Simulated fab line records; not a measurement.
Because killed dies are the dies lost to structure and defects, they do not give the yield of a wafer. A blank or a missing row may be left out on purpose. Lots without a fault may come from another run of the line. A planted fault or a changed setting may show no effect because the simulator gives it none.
Which tool was responsible?	flow sky130	Sampling: 11 lots, 31 wafers, 7 of 708 route steps

WHAT EACH GAUGE READ, for each wafer
The record lacks any reading of a measuring or inspecting step that a usual standard deviation could be used to judge.

TOOL THAT RAN EACH LOT (tool first, then ch and the chambers of the sampled wafers, then the start)
lot	SKY_LOCAL_INTERCONNECT_METAL_ETCH_14	SKY_LOCAL_INTERCONNECT_STRIP_15	SKY_CONTACT_CVD_00	SKY_CONTACT_COAT_08	SKY_CONTACT_ETCH_16	SKY_CONTACT_STRIP_19	SKY_PAD_OPEN_PROBE_99
L195	rie-metal-03 ch 0, day 30 08:08	plasma-asher-01 ch 0,1, day 30 08:14	pecvd-01 ch 0,1,2, day 30 08:50	litho-track-04 ch 0, day 30 23:09	rie-diel-01 ch 0,2,3, day 31 13:21	plasma-asher-03 ch 0,1, day 31 13:29	prober-01, day 45 19:40
L196	rie-metal-01 ch 0,1, day 31 04:53	plasma-asher-02 ch 0,1, day 31 04:56	pecvd-01 ch 0,1,2, day 31 05:31	litho-track-02 ch 0, day 31 19:36	rie-diel-03 ch 0,1,3, day 32 10:21	plasma-asher-04 ch 0,1, day 32 10:29	prober-02, day 46 12:47
L200	rie-metal-03 ch 0,1, day 33 01:15	plasma-asher-01 ch 0,1, day 33 01:19	pecvd-02 ch 0,1,2, day 33 01:53	litho-track-03 ch 0, day 33 15:42	rie-diel-03 ch 1,2,3, day 34 05:19	plasma-asher-03 ch 0,1, day 34 05:29	prober-01, day 47 22:23
L202	rie-metal-02 ch 0,1, day 33 16:11	plasma-asher-02 ch 0, day 33 16:14	pecvd-01 ch 0,2, day 33 16:49	litho-track-03 ch 0, day 34 06:15	rie-diel-03 ch 0,1,3, day 34 20:04	plasma-asher-02 ch 1, day 34 20:11	prober-01, day 48 08:59
L207	rie-metal-01 ch 0,1, day 34 15:25	plasma-asher-02 ch 0,1, day 34 15:29	pecvd-01 ch 0,2, day 34 16:04	litho-track-04 ch 0, day 35 05:58	rie-diel-01 ch 0,2,3, day 35 19:57	plasma-asher-04 ch 0,1, day 35 20:05	prober-01, day 49 01:22
L212	rie-metal-01 ch 0,1, day 36 04:34	plasma-asher-03 ch 0, day 36 04:38	pecvd-02 ch 1,2, day 36 05:16	litho-track-02 ch 0, day 36 18:53	rie-diel-01 ch 0,1,2, day 37 08:34	plasma-asher-04 ch 0,1, day 37 08:41	prober-01, day 50 02:44
L213	rie-metal-01 ch 0,1, day 36 18:00	plasma-asher-03 ch 0, day 36 18:04	pecvd-04 ch 1,2, day 36 18:38	litho-track-02 ch 0, day 37 07:56	rie-diel-03 ch 0, day 37 21:10	plasma-asher-03 ch 0,1, day 37 21:20	prober-02, day 50 10:17
L214	rie-metal-01 ch 1, day 36 21:44	plasma-asher-01 ch 0,1, day 36 21:49	pecvd-01 ch 0,1, day 36 22:22	litho-track-02 ch 0, day 37 11:21	rie-diel-04 ch 3, day 38 00:47	plasma-asher-03 ch 0,1, day 38 00:56	prober-01, day 50 12:20
L215	rie-metal-02 ch 0, day 37 01:52	plasma-asher-01 ch 0,1, day 37 01:56	pecvd-02 ch 0,2, day 37 02:31	litho-track-03 ch 0, day 37 15:37	rie-diel-04 ch 1,3, day 38 05:07	plasma-asher-03 ch 0,1, day 38 05:14	prober-02, day 50 14:22
L216	rie-metal-02 ch 0,1, day 37 13:41	plasma-asher-02 ch 0,1, day 37 13:44	pecvd-04 ch 0,1, day 37 14:20	litho-track-04 ch 0, day 38 03:49	rie-diel-04 ch 0,1, day 38 17:01	plasma-asher-02 ch 0,1, day 38 17:08	prober-01, day 51 02:53
L218	rie-metal-03 ch 0,1, day 37 19:47	plasma-asher-03 ch 0,1, day 37 19:50	pecvd-02 ch 0,1, day 37 20:26	litho-track-04 ch 0, day 38 09:37	rie-diel-01 ch 0,1,3, day 38 22:25	plasma-asher-04 ch 0,1, day 38 22:32	prober-01, day 51 04:51
- SKY_LOCAL_INTERCONNECT_METAL_ETCH_14: etches TiN in Cl2/BCl3, stops on PSG, target depth 110 nm, time 31.4 s.
- SKY_LOCAL_INTERCONNECT_STRIP_15: strips in O2/N2.
- SKY_CONTACT_CVD_00: deposits Si3N4, target thk 75 nm.
- SKY_CONTACT_COAT_08: resist thk 60 nm.
- SKY_CONTACT_ETCH_16: etches BARC in N2/H2, stops on SiO2, time 45.9 s, target depth 60 nm.
- SKY_CONTACT_STRIP_19: strips in O2/N2.
- SKY_PAD_OPEN_PROBE_99

AS READ BY THE TOOLS THEMSELVES (means over the sampled wafers that have a number; for cases with no such wafer, the mark the record gives instead)
SKY_LOCAL_INTERCONNECT_METAL_ETCH_14.
lot	tool	drypump-motor-current-A (A)	oes-product-au (a.u.)	throttle-valve-pct (%)
L195	rie-metal-03	5.2	0.937	21.909
L196	rie-metal-01	5.3	0.942	21.900
L200	rie-metal-03	4.9	0.937	21.904
L202	rie-metal-02	5.5	0.942	21.911
L207	rie-metal-01	5.3	0.941	21.898
L212	rie-metal-01	5.3	0.938	21.907
L213	rie-metal-01	5.3	0.935	21.904
L214	rie-metal-01	5.4	0.937	21.906
L215	rie-metal-02	5.0	0.937	21.893
L216	rie-metal-02	5.5	0.934	21.906
L218	rie-metal-03	5.1	0.939	21.905

SKY_LOCAL_INTERCONNECT_STRIP_15.
lot	tool	drypump-motor-current-A (A)	oes-product-au (a.u.)	strip-time-to-endpoint-s (s)
L195	plasma-asher-01	5.4	0.429	4.741
L196	plasma-asher-02	5.5	0.430	4.725
L200	plasma-asher-01	5.8	0.428	4.742
L202	plasma-asher-02	5.0	0.432	4.732
L207	plasma-asher-02	5.5	0.430	4.758
L212	plasma-asher-03	5.3	0.427	4.732
L213	plasma-asher-03	5.3	0.425	4.729
L214	plasma-asher-01	5.5	0.429	4.756
L215	plasma-asher-01	5.4	0.430	4.716
L216	plasma-asher-02	5.3	0.427	4.705
L218	plasma-asher-03	5.3	0.424	4.726

SKY_CONTACT_CVD_00.
lot	tool	heater-power-w (W)
L195	pecvd-01	787
L196	pecvd-01	814
L200	pecvd-02	729
L202	pecvd-01	797
L207	pecvd-01	731
L212	pecvd-02	771
L213	pecvd-04	708
L214	pecvd-01	764
L215	pecvd-02	676
L216	pecvd-04	654
L218	pecvd-02	693

SKY_CONTACT_COAT_08.
lot	tool	exhaust-pa (Pa)
L195	litho-track-04	44.6
L196	litho-track-02	45.8
L200	litho-track-03	45.3
L202	litho-track-03	45.0
L207	litho-track-04	44.1
L212	litho-track-02	44.3
L213	litho-track-02	45.4
L214	litho-track-02	44.9
L215	litho-track-03	46.6
L216	litho-track-04	45.9
L218	litho-track-04	44.6

SKY_CONTACT_ETCH_16.
lot	tool	drypump-motor-current-A (A)	oes-product-au (a.u.)	throttle-valve-pct (%)
L195	rie-diel-01	5.4	0.852	13.224
L196	rie-diel-03	6.0	0.854	13.226
L200	rie-diel-03	6.0	0.857	13.237
L202	rie-diel-03	6.0	0.848	13.225
L207	rie-diel-01	5.4	0.853	13.234
L212	rie-diel-01	5.5	0.890	13.230
L213	rie-diel-03	6.2	0.904	13.230
L214	rie-diel-04	5.3	0.906	13.229
L215	rie-diel-04	5.7	0.858	13.220
L216	rie-diel-04	6.0	0.852	13.232
L218	rie-diel-01	5.5	0.854	13.224

SKY_CONTACT_STRIP_19.
lot	tool	drypump-motor-current-A (A)	oes-product-au (a.u.)	strip-time-to-endpoint-s (s)
L195	plasma-asher-03	5.3	0.382	3.65
L196	plasma-asher-04	5.3	0.384	3.63
L200	plasma-asher-03	5.3	0.379	3.63
L202	plasma-asher-02	5.7	0.384	3.66
L207	plasma-asher-04	5.6	0.380	3.66
L212	plasma-asher-04	5.6	0.389	3.67
L213	plasma-asher-03	5.2	0.385	3.71
L214	plasma-asher-03	5.2	0.378	3.71
L215	plasma-asher-03	5.3	0.379	3.65
L216	plasma-asher-02	5.5	0.384	3.63
L218	plasma-asher-04	5.6	0.381	3.61

SKY_PAD_OPEN_PROBE_99.
lot	tool	killed_at_M0_to_M3	killed_at_M4_up	killed-at-contacts	killed-at-front-end	killed-at-other	killed-dies	killed-open	killed-short
L195	prober-01	40	3.3	18	15	0.7	77	42	34
L196	prober-02	50	3.3	23	11	1.0	87	47	41
L200	prober-01	46	3.7	26	17	0.0	92	53	39
L202	prober-01	45	2.7	27	16	0.0	91	49	41
L207	prober-01	42	3.7	24	22	0.0	92	54	38
L212	prober-01	47	3.0	18	15	0.0	84	51	33
L213	prober-02	44	3.0	28	19	0.0	94	53	41
L214	prober-01	39	2.0	24	25	0.0	90	50	41
L215	prober-02	44	2.0	25	15	1.0	88	46	42
L216	prober-01	36	4.0	29	8	0.0	77	42	35
L218	prober-01	40	3.0	22	16	0.0	81	46	35

THE ANSWER, worked out from the rows above alone
Rule: what is usual is taken from the lots themselves. Put in order of their means at a reading, lots are off if they are a third of the lots or fewer, leave a main group of 4 or more, and stand apart from it by a gap of 3 or more times the standard deviation of the main group's means; of several such gaps the widest counts. A main group whose means are all the same, to the digits that the tables above print for the reading, isn't used. A lot without any number at a reading at which 4 lots or more have one is off too. All remaining lots with rows at the step are treated as sound. First the gauges in route order, then the tools' own readings, where a lot's mean is used as printed above. At the first step where some lot is off, the reading lying furthest off is the one used; lots without a number count as furthest.
Off at SKY_CONTACT_ETCH_16 (oes-product-au): L212, L213, L214. Main group: mean 0.853 a.u., sd 0.0029.
A tool fits if, at that step or a process step before it, it ran every lot that is off, and no sound lot after the first of them. Can't be told from this: 2 tools fit, rie-metal-01 at SKY_LOCAL_INTERCONNECT_METAL_ETCH_14, litho-track-02 at SKY_CONTACT_COAT_08.

WHAT WAS PUT IN BY THE SIMULATOR
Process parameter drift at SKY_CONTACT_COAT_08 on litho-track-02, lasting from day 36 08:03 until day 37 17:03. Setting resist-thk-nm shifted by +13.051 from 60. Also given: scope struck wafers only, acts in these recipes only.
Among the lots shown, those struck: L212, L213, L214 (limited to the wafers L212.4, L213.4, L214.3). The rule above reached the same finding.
